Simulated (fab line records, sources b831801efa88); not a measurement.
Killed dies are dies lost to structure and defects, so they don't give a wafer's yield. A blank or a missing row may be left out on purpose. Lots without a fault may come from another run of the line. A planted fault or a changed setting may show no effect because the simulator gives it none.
fab line records | flow sky130
record lots=12 wafers=36 last_day=51
route steps=708 shown VT_ADJUST_LVTN@106 VT_ADJUST_PCH@152 SONOS_TUNNEL@158 PAD_OPEN@708
lots that met no fault: from a run of the same line without faults
start_h: hours from the record's first day to the start of the lot's first wafer shown | wait_h: hours since the lot's step before | " the same as in the row above | L1.1+2: a row that stands for several wafers | - no value, or no start given | * or withheld: withheld | < > ~ a bound
route shown NAME@n: a module of which the file shows steps, and the number in the route of the first | usual: mean/standard deviation of fault-free wafers | same: alike in all rows | chamber/n: place in a boat | sites: the reading at each site | _std_site: their standard deviation | _edge_site: outer sites' mean less inner sites' | radius_mm: how far each site lies from the wafer's centre | mask NAME#n: copy n | behind: the tool/chamber that last shaped the wafer | hold: why the lot was held/for how many hours/how that ended | device: the transistor (n, p or np) that didn't switch | end of line: the same wafers' tests at the end of the route | a step without rows: its recipe alone | killed: dies lost to structure and defects at the first sort, not the wafer's yield | map: a wafer's dies, x killed, . not, _ none there
set.NAME: the setting as run; set.NAME@STEP: as run at that earlier step | model.NAME: the simulator's own value behind a step, which no gauge read
steps of the route over a sample of lots; a table a step, a row a wafer
services: from which hour (start_h, from the record's first day; less than 0 if before it) a tool's chamber was out of use, for how many hours, and why
## steps
# step SKY_VT_ADJUST_LVTN_STRIP_09
# recipe chemistry=O2/N2 power_w=1400 pressure_mtorr=1500 platen_temp_c=withheld o2_flow_sccm=3000 n2_flow_sccm=300 overash_fraction=0.5
# usual chamber_pressure_mTorr=1500.0/1.8 drypump_motor_current_A=6.0/0.32 oes_product_au=0.722/0.0047 strip_time_to_endpoint_s=36.87/0.1
# columns lot.wafer tool chamber start_h wait_h chamber_pressure_mTorr drypump_motor_current_A oes_product_au rf_hours_counter_h strip_time_to_endpoint_s
L645.2 plasma_asher-02 1 139.09 0.1 1499.7 6.3 0.729 2 36.94
L645.3 " 1 " " 1498.5 6.2 0.722 - 36.84
L645.5 " 1 " " 1499.7 6.2 0.718 - 36.85
L648.1 plasma_asher-02 1 160.57 0.1 1500.0 6.2 0.722 4 36.73
L648.5 " 0 " " 1499.0 6.1 0.717 - 36.81
L648.6 " 1 " " 1501.7 6.2 0.726 - 36.79
L649.1 plasma_asher-03 0 168.59 0.1 1498.6 6.3 0.722 38 36.67
L649.3 " 0 " " 1502.9 6.3 0.717 - 36.73
L649.5 " 1 " " 1500.3 5.6 0.718 - 36.68
L652.2 plasma_asher-02 0 191.52 0.1 1502.6 6.1 0.722 7 36.80
L652.3 " 1 " " 1500.1 6.2 0.727 - 36.94
L652.6 " 0 " " 1500.8 6.1 0.724 - 36.80
L653.1 plasma_asher-03 1 195.74 0.1 1499.7 5.6 0.721 41 37.00
L653.4 " 0 " " 1499.7 6.3 0.722 - 36.90
L653.5 " 0 " " 1497.5 6.3 0.722 - 36.92
L656.1 plasma_asher-02 0 213.56 0.1 1499.0 6.1 0.726 9 36.90
L656.4 " 1 " " 1500.1 6.3 0.719 - 36.96
L656.6 " 0 " " 1501.1 6.1 0.731 - 36.92
L659.1 plasma_asher-01 0 233.22 0.1 1499.5 5.5 0.719 55 36.95
L659.3 " 1 " " 1500.5 6.3 0.723 - 36.85
L659.5 " 1 " " 1501.2 6.3 0.727 - 36.84
L662.1 plasma_asher-03 0 249.29 0.1 1498.5 6.3 0.720 46 36.79
L662.3 " 0 " " 1501.0 6.3 0.720 - 36.72
L662.6 " 1 " " 1500.5 5.6 0.724 - 36.64
L663.1 plasma_asher-02 1 257.02 0.1 1498.8 6.3 0.724 13 36.92
L663.2 " 0 " " 1499.0 6.1 0.716 13 36.89
L663.6 " 0 " " 1499.3 6.1 0.723 - 36.94
L665.1 plasma_asher-02 0 270.51 0.1 1500.6 6.1 0.723 15 37.02
L665.3 " 1 " " 1500.1 6.2 0.722 - 36.94
L665.5 " 1 " " 1499.3 6.2 0.726 - 36.96
L667.1 plasma_asher-03 0 286.44 0.1 1498.5 6.3 0.723 50 36.97
L667.2 " 1 " " 1497.7 5.6 0.714 50 36.96
L667.5 " 1 " " 1501.5 5.6 0.724 - 36.98
L668.2 plasma_asher-03 0 297.44 0.1 1499.5 6.3 0.731 51 36.94
L668.3 " 1 " " 1500.1 5.6 0.722 - 37.02
L668.5 " 1 " " 1497.9 5.6 0.720 - 36.99
# step SKY_VT_ADJUST_LVTN_TW_MEAS_21
# usual VT_ADJUST_LVTN_2_TW=190.3/0.8
# columns lot.wafer tool chamber start_h wait_h VT_ADJUST_LVTN_2_TW
L645.2 film_metro-03 - 159.07 0.1 191.4
L645.3 " - " " 190.8
L645.5 " - " " 191.6
L648.1 film_metro-04 - 180.86 0.1 189.7
L648.5 " - " " 191.3
L648.6 " - " " 189.8
L649.1 film_metro-04 - 189.71 0.1 190.1
L649.3 " - " " 190.0
L649.5 " - " " 190.6
L652.2 film_metro-03 - 211.93 0.1 191.1
L652.3 " - " " 191.7
L652.6 " - " " 191.2
L653.1 film_metro-04 - 216.41 0.1 189.3
L653.4 " - " " 190.1
L653.5 " - " " 190.4
L656.1 film_metro-01 - 234.87 0.1 190.1
L656.4 " - " " 190.3
L656.6 " - " " 189.7
L659.1 film_metro-04 - 257.36 0.1 189.4
L659.3 " - " " 190.3
L659.5 " - " " 190.4
L662.1 film_metro-03 - 273.64 0.1 190.3
L662.3 " - " " 188.4
L662.6 " - " " 189.1
L663.1 film_metro-04 - 281.97 0.1 189.5
L663.2 " - " " 189.7
L663.6 " - " " 189.6
L665.1 film_metro-01 - 295.34 0.1 190.6
L665.3 " - " " 190.8
L665.5 " - " " 190.5
L667.1 film_metro-01 - 312.57 0.1 190.9
L667.2 " - " " 189.1
L667.5 " - " " 189.2
L668.2 film_metro-03 - 322.50 0.1 191.4
L668.3 " - " " 191.5
L668.5 " - " " 190.7
# step SKY_VT_ADJUST_PCH_STRIP_09
# recipe chemistry=O2/N2 power_w=1400 pressure_mtorr=1500 platen_temp_c=withheld o2_flow_sccm=3000 n2_flow_sccm=300 overash_fraction=0.5
# usual chamber_pressure_mTorr=1500.2/1.3 drypump_motor_current_A=5.9/0.36 oes_product_au=0.722/0.0047 strip_time_to_endpoint_s=36.90/0.11
# columns lot.wafer tool chamber start_h wait_h chamber_pressure_mTorr drypump_motor_current_A oes_product_au rf_hours_counter_h strip_time_to_endpoint_s
L645.2 plasma_asher-04 1 221.44 0.1 1500.5 5.3 0.715 55 37.04
L645.3 " 0 " " 1502.1 5.9 0.731 - 37.07
L645.5 " 0 " " 1498.6 5.9 0.721 - 37.00
L648.1 plasma_asher-02 1 244.84 0.1 1500.2 6.2 0.720 13 36.85
L648.5 " 1 " " 1500.2 6.3 0.720 - 36.95
L648.6 " 0 " " 1502.5 6.1 0.717 - 36.89
L649.1 plasma_asher-03 1 255.81 0.1 1498.0 5.6 0.726 47 36.93
L649.3 " 1 " " 1498.8 5.6 0.720 - 37.04
L649.5 " 1 " " 1499.4 5.6 0.724 - 36.99
L652.2 plasma_asher-02 0 283.36 0.1 1501.1 6.1 0.723 16 36.76
L652.3 " 0 " " 1501.1 6.1 0.713 - 36.95
L652.6 " 0 " " 1499.9 6.1 0.718 - 36.89
L653.1 plasma_asher-02 0 288.51 0.1 1500.5 6.1 0.717 17 36.85
L653.4 " 0 " " 1500.9 6.0 0.727 - 36.99
L653.5 " 1 " " 1501.4 6.2 0.723 - 36.86
L656.1 plasma_asher-03 0 310.29 0.1 1501.1 6.3 0.720 52 36.81
L656.4 " 1 " " 1502.0 5.6 0.721 - 36.93
L656.6 " 1 " " 1503.4 5.6 0.716 - 36.91
L659.1 plasma_asher-02 0 332.16 0.1 1501.8 6.1 0.718 21 36.92
L659.3 " 1 " " 1502.2 6.2 0.724 - 36.96
L659.5 " 1 " " 1500.6 6.2 0.719 - 36.98
L662.1 plasma_asher-02 0 352.16 0.1 1498.1 6.1 0.721 23 36.99
L662.3 " 0 " " 1500.1 6.1 0.726 - 36.90
L662.6 " 1 " " 1499.0 6.3 0.718 - 36.89
L663.1 plasma_asher-04 0 358.79 0.1 1500.7 5.9 0.712 68 36.80
L663.2 " 1 " " 1501.3 5.4 0.720 68 36.66
L663.6 " 1 " " 1499.3 5.3 0.714 - 36.78
L665.1 plasma_asher-02 1 374.36 0.1 1501.6 6.2 0.724 25 36.84
L665.3 " 0 " " 1499.1 6.1 0.721 - 36.98
L665.5 " 1 " " 1498.6 6.2 0.719 - 36.98
L667.1 plasma_asher-04 1 393.19 0.1 1498.3 5.3 0.726 72 37.04
L667.2 " 0 " " 1499.7 5.9 0.724 72 36.96
L667.5 " 0 " " 1501.3 5.9 0.727 - 36.95
L668.2 plasma_asher-04 0 403.69 0.1 1501.2 5.9 0.720 73 36.89
L668.3 " 1 " " 1499.4 5.3 0.718 - 36.91
L668.5 " 0 " " 1499.8 5.9 0.721 - 36.92
# step SKY_SONOS_TUNNEL_EXPOSE_04
# recipe mask_id=TUNM na=0.6 source_shape=conventional sigma_outer=0.6 polarization=unpolarized target_cd_nm=410 dose_mj=136
# same na=0.6
# columns lot.wafer tool chamber start_h wait_h mask
L645.2+3+5 iline_stepper-01 0 232.85 - TUNM#0
L648.1+5+6 iline_stepper-01 0 257.79 - TUNM#0
L649.1+3+5 iline_stepper-02 0 268.36 - TUNM#0
L652.2+3+6 iline_stepper-01 0 296.10 - TUNM#0
L653.1+4+5 iline_stepper-02 0 301.66 - TUNM#0
L656.1+4+6 iline_stepper-01 0 322.35 - TUNM#0
L659.1+3+5 iline_stepper-01 0 346.31 - TUNM#0
L662.1+3+6 iline_stepper-01 0 365.95 - TUNM#0
L663.1+2+6 iline_stepper-01 0 373.47 - TUNM#0
L665.1+3+5 iline_stepper-01 0 387.86 - TUNM#0
L667.1+2+5 iline_stepper-02 0 407.65 - TUNM#0
L668.2+3+5 iline_stepper-02 0 417.61 - TUNM#0
# step SKY_SONOS_TUNNEL_OVL_MEAS_08
# usual SONOS_TUNNEL_OVL=-1.8/1.3
# columns lot.wafer tool chamber start_h wait_h SONOS_TUNNEL_OVL[nm]
L645.2 overlay-02 - 243.95 0.1 -1.9
L645.3 " - " " -2.5
L645.5 " - " " -0.7
L648.1 overlay-01 - 270.88 0.1 -3.4
L648.5 " - " " -2.9
L648.6 " - " " -2.0
L649.1 overlay-01 - 279.95 0.1 -0.5
L649.3 " - " " -2.5
L649.5 " - " " -0.3
L652.2 overlay-01 - 308.68 0.1 -1.6
L652.3 " - " " -2.5
L652.6 " - " " -1.8
L653.1 overlay-02 - 314.16 0.1 -4.2
L653.4 " - " " -2.5
L653.5 " - " " -1.1
L656.1 overlay-01 - 335.19 0.1 -0.7
L656.4 " - " " -2.5
L656.6 " - " " -1.4
L659.1 overlay-01 - 359.44 0.1 167.0
L659.3 " - " " 168.3
L659.5 " - " " 166.7
L662.1 overlay-01 - 379.79 0.1 169.5
L662.3 " - " " 169.3
L662.6 " - " " 168.3
L663.1 overlay-02 - 386.53 0.1 169.4
L663.2 " - " " 166.6
L663.6 " - " " 169.1
L665.1 overlay-01 - 402.01 0.1 169.0
L665.3 " - " " 167.0
L665.5 " - " " 168.8
L667.1 overlay-01 - 422.48 0.1 -2.0
L667.2 " - " " -1.2
L667.5 " - " " -1.5
L668.2 overlay-02 - 433.43 0.1 -0.6
L668.3 " - " " -0.6
L668.5 " - " " -1.1
# step SKY_PAD_OPEN_PROBE_99
# usual killed_at_M0_to_M3=43/6.4 killed_at_M4_up=3.2/1.8 killed_at_contacts=25/5.8 killed_at_front_end=16/4.1 killed_at_other=0.2/0.47 killed_dies=88/9.9 killed_on_rim=17/4.1 killed_open=47/7.3 killed_short=40/7.1
# same gross_dies=492 killed_at_back_side=0
# columns lot.wafer tool chamber start_h wait_h killed_at_M0_to_M3 killed_at_M4_up killed_at_contacts killed_at_front_end killed_at_other killed_dies killed_on_rim killed_open killed_short
L645.2 prober-01 - 1067.81 0.1 42 4 25 14 0 85 17 37 47
L645.3 prober-01 - 1067.86 0.2 38 4 22 13 0 77 16 50 27
L645.5 prober-01 - 1067.96 0.2 35 1 19 20 0 75 22 41 34
L648.1 prober-02 - 1088.78 0.1 45 1 18 10 0 74 16 41 33
L648.5 prober-02 - 1088.98 0.2 42 2 26 18 0 88 23 40 48
L648.6 prober-02 - 1089.03 0.2 47 2 26 8 0 83 15 52 31
L649.1 prober-01 - 1091.91 0.1 51 1 24 9 0 85 20 45 40
L649.3 prober-01 - 1092.01 0.2 41 3 20 18 0 82 14 47 35
L649.5 prober-01 - 1092.11 0.2 35 4 26 11 0 76 15 44 32
L653.1 prober-01 - 1123.51 0.1 37 4 30 12 0 83 12 50 32
L653.4 prober-01 - 1123.66 0.2 48 1 35 18 0 102 20 54 48
L653.5 prober-01 - 1123.71 0.2 43 3 27 12 0 85 15 49 36
L652.2 prober-02 - 1127.01 0.1 43 3 29 18 0 93 18 58 35
L652.3 prober-02 - 1127.06 0.2 39 3 26 22 0 90 20 56 34
L652.6 prober-02 - 1127.21 0.2 32 4 35 14 0 85 13 48 37
L656.1 prober-02 - 1135.63 0.1 35 4 20 23 0 82 14 37 44
L656.4 prober-02 - 1135.78 0.2 48 1 28 15 0 92 18 46 46
L656.6 prober-02 - 1135.88 0.2 32 4 17 20 0 73 13 32 39
L659.1 prober-01 - 1152.63 0.1 51 1 24 219 0 295 59 45 45
L659.3 prober-01 - 1152.73 0.2 49 2 34 211 0 296 52 57 46
L659.5 prober-01 - 1152.83 0.2 47 3 26 221 2 299 59 49 40
L662.1 prober-02 - 1173.98 0.1 49 1 19 235 0 304 57 43 44
L662.3 prober-02 - 1174.08 0.2 34 1 18 227 0 280 59 32 35
L662.6 prober-02 - 1174.23 0.2 42 2 30 227 0 301 66 51 44
L663.1 prober-01 - 1174.58 0.1 42 8 21 223 0 294 55 50 42
L663.2 prober-01 - 1174.63 0.1 48 2 38 208 0 296 62 57 48
L663.6 prober-01 - 1174.83 0.2 42 4 32 210 0 288 59 56 37
L665.1 prober-01 - 1185.71 0.1 46 4 27 230 0 307 61 50 43
L665.3 prober-01 - 1185.81 0.2 51 2 28 216 0 297 58 57 41
L665.5 prober-01 - 1185.91 0.2 56 2 23 211 1 293 55 45 55
L667.1 prober-01 - 1191.22 0.1 36 7 25 15 0 83 24 46 37
L667.2 prober-01 - 1191.27 0.1 34 6 24 12 0 76 12 44 32
L667.5 prober-01 - 1191.42 0.2 43 1 19 12 0 75 14 47 28
L668.2 prober-02 - 1214.52 0.1 35 1 25 14 0 75 15 43 32
L668.3 prober-02 - 1214.57 0.2 38 3 21 21 0 83 19 47 36
L668.5 prober-02 - 1214.67 0.2 37 4 24 9 0 74 10 40 34
# killed by level:class
L645.2 VIA1:geometric_particle:open=13 CONTACT:geometric_particle:open=8 METAL2:geometric_particle:short=6 FIELD_ISO:geometric_particle:short=5 POLY_GATE:geometric_particle:short=5 LOCAL_INTERCONNECT:geometric_particle:open=5 METAL3:geometric_particle:short=5 VIA2:geometric_particle:open=5
L645.3 VIA1:geometric_particle:open=11 LI_CONTACT:geometric_particle:open=9 CONTACT:geometric_particle:open=9 VIA2:geometric_particle:open=6 FIELD_ISO:geometric_particle:open=4 VIA1:geometric_particle:short=4 METAL2:geometric_particle:short=4 POLY_GATE:geometric_particle:short=3
L645.5 VIA1:geometric_particle:open=13 CONTACT:geometric_particle:open=9 POLY_GATE:geometric_particle:open=8 METAL2:geometric_particle:short=6 FIELD_ISO:geometric_particle:open=4 POLY_GATE:geometric_particle:short=4 VIA2:geometric_particle:open=4 CONTACT:geometric_particle:short=4
L648.1 VIA3:geometric_particle:open=9 CONTACT:geometric_particle:open=8 VIA1:geometric_particle:open=8 METAL1:geometric_particle:short=6 METAL2:geometric_particle:short=6 VIA3:geometric_particle:short=4 VIA2:geometric_particle:open=4 FIELD_ISO:geometric_particle:short=3
L648.5 VIA1:geometric_particle:open=8 LI_CONTACT:geometric_particle:open=7 VIA2:geometric_particle:open=7 POLY_GATE:geometric_particle:short=5 LI_CONTACT:geometric_particle:short=5 LOCAL_INTERCONNECT:geometric_particle:short=5 CONTACT:geometric_particle:open=5 METAL2:geometric_particle:short=5
L648.6 CONTACT:geometric_particle:open=11 VIA1:geometric_particle:open=10 LI_CONTACT:geometric_particle:open=8 METAL1:geometric_particle:short=8 VIA3:geometric_particle:open=8 VIA2:geometric_particle:open=6 LOCAL_INTERCONNECT:geometric_particle:short=4 FIELD_ISO:geometric_particle:short=3
L649.1 CONTACT:geometric_particle:open=9 VIA1:geometric_particle:open=9 METAL1:geometric_particle:short=8 VIA2:geometric_particle:open=8 LOCAL_INTERCONNECT:geometric_particle:short=6 VIA1:geometric_particle:short=6 METAL3:geometric_particle:short=5 VIA3:geometric_particle:open=5
L649.3 VIA1:geometric_particle:open=14 CONTACT:geometric_particle:open=11 METAL1:geometric_particle:short=8 LI_CONTACT:geometric_particle:open=5 FIELD_ISO:geometric_particle:short=4 VIA1:geometric_particle:short=4 POLY_GATE:geometric_particle:open=4 POLY_GATE:geometric_particle:short=4
L649.5 LI_CONTACT:geometric_particle:open=9 VIA1:geometric_particle:open=9 CONTACT:geometric_particle:open=8 LOCAL_INTERCONNECT:geometric_particle:short=5 METAL2:geometric_particle:short=5 VIA2:geometric_particle:open=5 POLY_GATE:geometric_particle:open=4 METAL1:geometric_particle:short=4
L653.1 LI_CONTACT:geometric_particle:open=12 VIA1:geometric_particle:open=11 CONTACT:geometric_particle:open=8 VIA1:geometric_particle:short=6 CONTACT:geometric_particle:short=6 VIA3:geometric_particle:open=6 METAL1:geometric_particle:short=5 POLY_GATE:geometric_particle:short=3
L653.4 CONTACT:geometric_particle:short=12 VIA1:geometric_particle:open=12 CONTACT:geometric_particle:open=10 VIA1:geometric_particle:short=9 FIELD_ISO:geometric_particle:open=6 METAL1:geometric_particle:short=6 METAL2:geometric_particle:short=6 VIA2:geometric_particle:open=6
L653.5 VIA1:geometric_particle:open=17 CONTACT:geometric_particle:open=8 CONTACT:geometric_particle:short=7 LI_CONTACT:geometric_particle:open=6 LOCAL_INTERCONNECT:geometric_particle:short=6 VIA3:geometric_particle:open=6 METAL1:geometric_particle:short=4 METAL2:geometric_particle:short=4
L652.2 CONTACT:geometric_particle:open=12 VIA2:geometric_particle:open=10 VIA1:geometric_particle:open=9 LI_CONTACT:geometric_particle:open=8 VIA3:geometric_particle:open=7 FIELD_ISO:geometric_particle:open=5 POLY_GATE:geometric_particle:short=4 CONTACT:geometric_particle:short=4
L652.3 VIA2:geometric_particle:open=11 CONTACT:geometric_particle:open=9 FIELD_ISO:geometric_particle:open=8 LI_CONTACT:geometric_particle:open=8 VIA1:geometric_particle:open=8 FIELD_ISO:geometric_particle:short=5 POLY_GATE:geometric_particle:open=5 CONTACT:geometric_particle:short=5
L652.6 CONTACT:geometric_particle:open=14 VIA1:geometric_particle:short=9 LI_CONTACT:geometric_particle:open=8 VIA1:geometric_particle:open=7 CONTACT:geometric_particle:short=7 VIA2:geometric_particle:open=6 METAL2:geometric_particle:short=4 FIELD_ISO:geometric_particle:open=3
L656.1 VIA3:geometric_particle:open=8 LI_CONTACT:geometric_particle:open=7 FIELD_ISO:geometric_particle:open=6 POLY_GATE:geometric_particle:short=6 METAL2:geometric_particle:short=6 VIA1:geometric_particle:open=5 FIELD_ISO:geometric_particle:short=4 POLY_GATE:geometric_particle:open=4
L656.4 VIA1:geometric_particle:open=9 LI_CONTACT:geometric_particle:open=9 CONTACT:geometric_particle:open=8 METAL1:geometric_particle:short=8 FIELD_ISO:geometric_particle:short=7 VIA2:geometric_particle:open=6 VIA3:geometric_particle:open=6 VIA2:geometric_particle:short=5
L656.6 FIELD_ISO:geometric_particle:short=8 CONTACT:geometric_particle:short=7 VIA1:geometric_particle:open=7 POLY_GATE:geometric_particle:open=4 LI_CONTACT:geometric_particle:open=4 VIA1:geometric_particle:short=4 VIA2:geometric_particle:open=4 VIA3:geometric_particle:open=3
L659.1 SONOS_TUNNEL:overlay=205 VIA1:geometric_particle:short=9 CONTACT:geometric_particle:open=9 METAL1:geometric_particle:short=7 VIA3:geometric_particle:open=7 LI_CONTACT:geometric_particle:open=6 VIA2:geometric_particle:open=6 POLY_GATE:geometric_particle:open=5
L659.3 SONOS_TUNNEL:overlay=193 VIA1:geometric_particle:open=16 LI_CONTACT:geometric_particle:open=13 METAL1:geometric_particle:short=7 VIA3:geometric_particle:open=6 FIELD_ISO:geometric_particle:open=5 FIELD_ISO:geometric_particle:short=5 LI_CONTACT:geometric_particle:short=5
L659.5 SONOS_TUNNEL:overlay=208 VIA1:geometric_particle:open=13 CONTACT:geometric_particle:open=11 VIA2:geometric_particle:open=8 FIELD_ISO:geometric_particle:open=7 CONTACT:geometric_particle:short=5 VIA1:geometric_particle:short=5 METAL2:geometric_particle:short=5
L662.1 SONOS_TUNNEL:overlay=217 VIA1:geometric_particle:open=12 METAL1:geometric_particle:short=9 FIELD_ISO:geometric_particle:short=8 CONTACT:geometric_particle:open=7 VIA3:geometric_particle:open=7 METAL2:geometric_particle:short=6 FIELD_ISO:geometric_particle:open=4
L662.3 SONOS_TUNNEL:overlay=213 VIA1:geometric_particle:open=13 CONTACT:geometric_particle:open=7 POLY_GATE:geometric_particle:short=6 LI_CONTACT:geometric_particle:open=4 METAL2:geometric_particle:short=4 VIA2:geometric_particle:short=4 POLY_GATE:geometric_particle:open=3
L662.6 SONOS_TUNNEL:overlay=206 CONTACT:geometric_particle:open=14 VIA1:geometric_particle:open=11 METAL1:geometric_particle:short=8 FIELD_ISO:geometric_particle:short=5 POLY_GATE:geometric_particle:short=5 CONTACT:geometric_particle:short=5 FIELD_ISO:geometric_particle:open=4
L663.1 SONOS_TUNNEL:overlay=202 VIA2:geometric_particle:open=9 CONTACT:geometric_particle:open=8 METAL4:geometric_particle:short=7 VIA3:geometric_particle:open=7 FIELD_ISO:geometric_particle:short=6 VIA1:geometric_particle:short=6 FIELD_ISO:geometric_particle:open=5
L663.2 SONOS_TUNNEL:overlay=191 CONTACT:geometric_particle:open=13 LI_CONTACT:geometric_particle:open=10 VIA2:geometric_particle:open=9 LI_CONTACT:geometric_particle:short=7 FIELD_ISO:geometric_particle:short=6 VIA3:geometric_particle:open=6 METAL1:geometric_particle:short=6
L663.6 SONOS_TUNNEL:overlay=195 CONTACT:geometric_particle:open=15 VIA1:geometric_particle:open=10 VIA2:geometric_particle:open=8 LI_CONTACT:geometric_particle:open=7 VIA1:geometric_particle:short=5 POLY_GATE:geometric_particle:open=5 FIELD_ISO:geometric_particle:short=4
L665.1 SONOS_TUNNEL:overlay=214 CONTACT:geometric_particle:open=11 VIA1:geometric_particle:open=10 LI_CONTACT:geometric_particle:open=8 METAL2:geometric_particle:short=8 VIA2:geometric_particle:open=6 VIA3:geometric_particle:open=5 VIA2:geometric_particle:short=4
L665.3 SONOS_TUNNEL:overlay=198 CONTACT:geometric_particle:open=10 METAL1:geometric_particle:short=9 LI_CONTACT:geometric_particle:open=8 VIA3:geometric_particle:open=8 VIA1:geometric_particle:open=8 VIA2:geometric_particle:open=7 CONTACT:geometric_particle:short=6
L665.5 SONOS_TUNNEL:overlay=193 VIA1:geometric_particle:open=15 METAL1:geometric_particle:short=10 CONTACT:geometric_particle:open=9 VIA1:geometric_particle:short=9 VIA2:geometric_particle:open=7 POLY_GATE:geometric_particle:short=6 METAL2:geometric_particle:short=6
L667.1 CONTACT:geometric_particle:open=10 POLY_GATE:geometric_particle:open=8 VIA2:geometric_particle:open=8 VIA1:geometric_particle:open=8 CONTACT:geometric_particle:short=6 VIA3:geometric_particle:open=5 METAL4:geometric_particle:short=5 SPACER:geometric_particle:short=4
L667.2 CONTACT:geometric_particle:open=9 VIA3:geometric_particle:open=8 VIA1:geometric_particle:open=7 LI_CONTACT:geometric_particle:open=5 LOCAL_INTERCONNECT:geometric_particle:short=5 METAL1:geometric_particle:short=5 VIA2:geometric_particle:open=5 CONTACT:geometric_particle:short=4
L667.5 VIA1:geometric_particle:open=9 VIA2:geometric_particle:open=8 VIA3:geometric_particle:open=7 METAL2:geometric_particle:short=6 CONTACT:geometric_particle:open=5 CONTACT:geometric_particle:short=4 LI_CONTACT:geometric_particle:open=4 VIA1:geometric_particle:short=4
L668.2 VIA1:geometric_particle:open=12 LI_CONTACT:geometric_particle:open=8 CONTACT:geometric_particle:open=7 POLY_GATE:geometric_particle:short=6 CONTACT:geometric_particle:short=5 METAL1:geometric_particle:short=5 POLY_GATE:geometric_particle:open=4 LOCAL_INTERCONNECT:geometric_particle:short=4
L668.3 VIA1:geometric_particle:open=14 FIELD_ISO:geometric_particle:open=9 CONTACT:geometric_particle:short=7 POLY_GATE:geometric_particle:short=6 CONTACT:geometric_particle:open=6 VIA3:geometric_particle:open=5 FIELD_ISO:geometric_particle:short=4 LI_CONTACT:geometric_particle:open=4
L668.5 CONTACT:geometric_particle:open=9 VIA1:geometric_particle:open=8 LI_CONTACT:geometric_particle:short=6 METAL1:geometric_particle:short=5 METAL2:geometric_particle:short=5 CONTACT:geometric_particle:short=4 LI_CONTACT:geometric_particle:open=4 VIA2:geometric_particle:open=4
## services
# columns tool chamber start_h hours kind
plasma_asher-02 0 117.75 - clean
plasma_asher-02 1 117.75 - clean
iline_stepper-01 - 148.79 2.9 repair
plasma_asher-01 - 154.29 2.0 repair
iline_stepper-02 - 159.51 4.4 pm
plasma_asher-02 - 188.72 2.8 pm
plasma_asher-04 - 211.52 7.7 repair
plasma_asher-02 - 220.60 1.0 repair
plasma_asher-03 - 237.14 4.3 repair
iline_stepper-01 - 242.36 3.2 repair
plasma_asher-02 - 249.08 4.1 repair
iline_stepper-02 - 276.73 2.0 repair
plasma_asher-02 - 280.34 1.6 repair
iline_stepper-01 - 290.10 1.9 repair
iline_stepper-02 0 317.58 - calibration
iline_stepper-01 0 318.23 - calibration
iline_stepper-01 - 325.61 0.9 repair
plasma_asher-01 - 365.66 2.8 pm
## key
first_sign step=SKY_SONOS_TUNNEL_OVL_MEAS_08 reading=SONOS_TUNNEL_OVL direction=up sigmas=99+ usual=-1.8 struck=168.3
effect step=SKY_PAD_OPEN_PROBE_99 reading=killed_at_front_end direction=up sigmas=50 usual=16 struck=220
more_kills_born_at SKY_SONOS_TUNNEL_EXPOSE_04@iline_stepper-01=2435
met_at SKY_SONOS_TUNNEL_EXPOSE_04
struck_lots L659,L662,L663,L665
tester_left_out L659,L662,L663,L665
not_acting_at SKY_VT_ADJUST_LVTN_STRIP_09,SKY_VT_ADJUST_LVTN_TW_MEAS_21,SKY_VT_ADJUST_PCH_STRIP_09
onset_between 322.35 346.31
fault kind=scanner_matching_overlay tool=iline_stepper-01 chamber=- onset_h=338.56 steps=SKY_SONOS_TUNNEL_EXPOSE_04 offset=170.8
# tester_left_out: of these lots the tester's yield and bins aren't shown, on N5 and GAA mostly nor the transistor test; their killed dies are dies lost to structure and defects alone, not to doping, threshold or leakage, so they don't give the yield
